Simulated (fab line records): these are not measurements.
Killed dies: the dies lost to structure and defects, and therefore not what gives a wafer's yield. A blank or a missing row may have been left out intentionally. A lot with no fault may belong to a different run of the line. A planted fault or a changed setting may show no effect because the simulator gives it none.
What tool caused it? ; flow gf180mcu ; Sampling: 24 lots, 72 wafers, 3 of 602 route steps

== WHAT THE GAUGES SHOWED, per wafer ==
GF_V3_CD_MEAS_14 targets a cd of 260 nm. Usual: cdNm at 260.1 nm, with a standard deviation of 1.2.
lot;measured;on;cdNm (nm);flag
L074;day 22 17:59;cdSem-01;261.0 260.9 261.4;
L075;day 23 04:40;cdSem-01;259.2 259.2 259.2;
L077;day 23 06:31;cdSem-02;260.6 260.7 260.8;
L076;day 23 10:10;cdSem-02;259.6 259.4 259.4;
L078;day 23 23:09;cdSem-02;259.7 259.1 259.7;
L079;day 24 03:56;cdSem-02;260.1 260.5 260.2;
L080;day 24 17:07;cdSem-01;260.4 261.2 261.6;
L081;day 24 21:15;cdSem-02;261.0 260.3 260.7;
L082;day 25 12:28;cdSem-02;257.5 257.1 257.9;
L083;day 25 19:58;cdSem-02;259.4 259.2 258.7;
L084;day 26 01:12;cdSem-01;262.3 262.7 262.4;
L085;day 26 10:17;cdSem-02;259.9 260.2 260.6;
L086;day 26 17:00;cdSem-02;260.8 260.5 260.8;
L087;day 27 03:53;cdSem-01;258.4 259.5 258.3;
L089;day 27 17:46;cdSem-02;259.9 259.5 259.7;
L088;day 27 19:04;cdSem-02;258.1 259.8 258.7;
L091;day 28 06:58;cdSem-02;259.4 260.5 259.8;
L090;day 28 08:48;cdSem-02;261.1 261.2 261.2;
L092;day 28 18:08;cdSem-02;260.6 261.3 261.1;
L093;day 29 01:34;cdSem-01;260.8 260.0 260.3;
L095;day 29 04:30;cdSem-02;260.1 259.3 259.6;
L094;day 29 05:15;cdSem-02;261.0 262.0 261.5;
L096;day 29 15:26;cdSem-01;258.4 258.4 259.7;
L097;day 29 23:07;cdSem-01;260.5 260.8 260.8;

== TOOL THAT RAN EACH LOT (tool first, then ch and the chambers of the sampled wafers, then the start) ==
lot;GF_V2_ETCH_17;GF_V2_SPUTTER_21
L074;rieDiel-02 ch 0,1,3, day 20 16:57 or earlier;pvdSputter-01, day 20 16:57
L075;rieDiel-03 ch 2,3, day 20 22:16 or earlier;pvdSputter-04, day 20 22:16
L077;rieDiel-03 ch 2,3, day 21 05:50 or earlier;pvdSputter-02, day 21 05:50
L076;rieDiel-03 ch 1,3, day 21 09:51 or earlier;pvdSputter-04, day 21 09:51
L078;rieDiel-04 ch 1,2,3, day 21 22:58 or earlier;pvdSputter-01, day 21 22:58
L079;rieDiel-02 ch 1,2,3, day 22 04:43 or earlier;pvdSputter-04, day 22 04:43
L080;rieDiel-02 ch 1,2, day 22 17:16 or earlier;pvdSputter-04, day 22 17:16
L081;rieDiel-02 ch 0,1,2, day 22 22:28 or earlier;pvdSputter-04, day 22 22:28
L082;rieDiel-04 ch 0,1,3, day 23 14:18 or earlier;pvdSputter-04, day 23 14:18
L083;rieDiel-03 ch 0,3, day 23 22:01 or earlier;pvdSputter-04, day 23 22:01
L084;rieDiel-02 ch 0,3, day 24 02:31 or earlier;pvdSputter-04, day 24 02:31
L085;rieDiel-02 ch 0,1,3, day 24 12:25 or earlier;pvdSputter-01, day 24 12:25
L086;rieDiel-02 ch 0,1,3, day 24 21:07 or earlier;pvdSputter-04, day 24 21:07
L087;rieDiel-04 ch 1,3, day 25 07:37 or earlier;pvdSputter-02, day 25 07:37
L089;rieDiel-02 ch 1,3, day 25 22:01 or earlier;pvdSputter-04, day 25 22:01
L088;rieDiel-03 ch 0,2, day 25 23:18 or earlier;pvdSputter-01, day 25 23:18
L091;rieDiel-02 ch 0,2,3, day 26 12:22 or earlier;pvdSputter-04, day 26 12:22
L090;rieDiel-04 ch 0,1,3, day 26 13:44 or earlier;pvdSputter-04, day 26 13:44
L092;rieDiel-04 ch 2,3, day 26 23:50 or earlier;pvdSputter-04, day 26 23:50
L093;rieDiel-04 ch 1,2,3, day 27 08:04 or earlier;pvdSputter-04, day 27 08:04
L095;rieDiel-03 ch 0,1, day 27 10:08 or earlier;pvdSputter-01, day 27 10:08
L094;rieDiel-02 ch 0,1,2, day 27 12:04 or earlier;pvdSputter-01, day 27 12:04
L096;rieDiel-03 ch 0,2, day 27 22:46 or earlier;pvdSputter-01, day 27 22:46
L097;rieDiel-02 ch 0,2,3, day 28 07:04 or earlier;pvdSputter-04, day 28 07:04
- GF_V2_ETCH_17: etches SiO2 in C4F8/O2/Ar, stops on TiN, target depth 630 nm.
- GF_V2_SPUTTER_21: material Ti, target thk 15 nm, time 80.02 s.

== WHAT THE TOOLS THEMSELVES READ (means of the sampled wafers that have a number; where no wafer has one, the mark that the record gives instead) ==
GF_V2_ETCH_17. Usual: oesProductAu at 0.855 a.u., with a standard deviation of 0.0048.
lot;tool;oesProductAu (a.u.);flag
L074;rieDiel-02;0.854;
L075;rieDiel-03;0.851;
L077;rieDiel-03;0.857;
L076;rieDiel-03;0.854;
L078;rieDiel-04;0.854;
L079;rieDiel-02;0.856;
L080;rieDiel-02;0.856;
L081;rieDiel-02;0.852;
L082;rieDiel-04;0.857;
L083;rieDiel-03;0.849;
L084;rieDiel-02;0.854;
L085;rieDiel-02;0.853;
L086;rieDiel-02;0.854;
L087;rieDiel-04;0.853;
L089;rieDiel-02;0.854;
L088;rieDiel-03;0.855;
L091;rieDiel-02;0.853;
L090;rieDiel-04;0.853;
L092;rieDiel-04;0.855;
L093;rieDiel-04;0.853;
L095;rieDiel-03;0.855;
L094;rieDiel-02;0.857;
L096;rieDiel-03;0.858;
L097;rieDiel-02;0.860;

GF_V2_SPUTTER_21. Usual: throttleValvePct at 29.3 %, with a standard deviation of 1.
lot;tool;throttleValvePct (%);flag
L074;pvdSputter-01;29.6;
L075;pvdSputter-04;28.7;
L077;pvdSputter-02;29.6;
L076;pvdSputter-04;28.5;
L078;pvdSputter-01;30.1;
L079;pvdSputter-04;29.2;
L080;pvdSputter-04;29.2;
L081;pvdSputter-04;29.0;
L082;pvdSputter-04;28.3;
L083;pvdSputter-04;29.3;
L084;pvdSputter-04;29.0;
L085;pvdSputter-01;29.5;
L086;pvdSputter-04;28.7;
L087;pvdSputter-02;28.8;
L089;pvdSputter-04;29.2;
L088;pvdSputter-01;29.3;
L091;pvdSputter-04;28.6;
L090;pvdSputter-04;28.8;
L092;pvdSputter-04;29.2;
L093;pvdSputter-04;28.5;
L095;pvdSputter-01;30.2;
L094;pvdSputter-01;30.1;
L096;pvdSputter-01;28.8;
L097;pvdSputter-04;29.2;

== THE ANSWER, worked out from the rows above alone ==
Rule: a lot counts as off when the mean over its wafers that have a number is more than 3 standard deviations away from the usual mean. A lot without any number at a reading at which 4 lots or more have one is off too. All remaining lots with rows at the step are treated as sound. First the gauges in route order, then the tools' own readings, where a lot's mean is used as printed above. The first step at which some lot is off is used, and at that step the reading that is off furthest; a lot without a number counts as furthest.
Across all readings shown, no lot is off: no conclusion can be drawn from this.

== WHAT WAS PUT IN BY THE SIMULATOR ==
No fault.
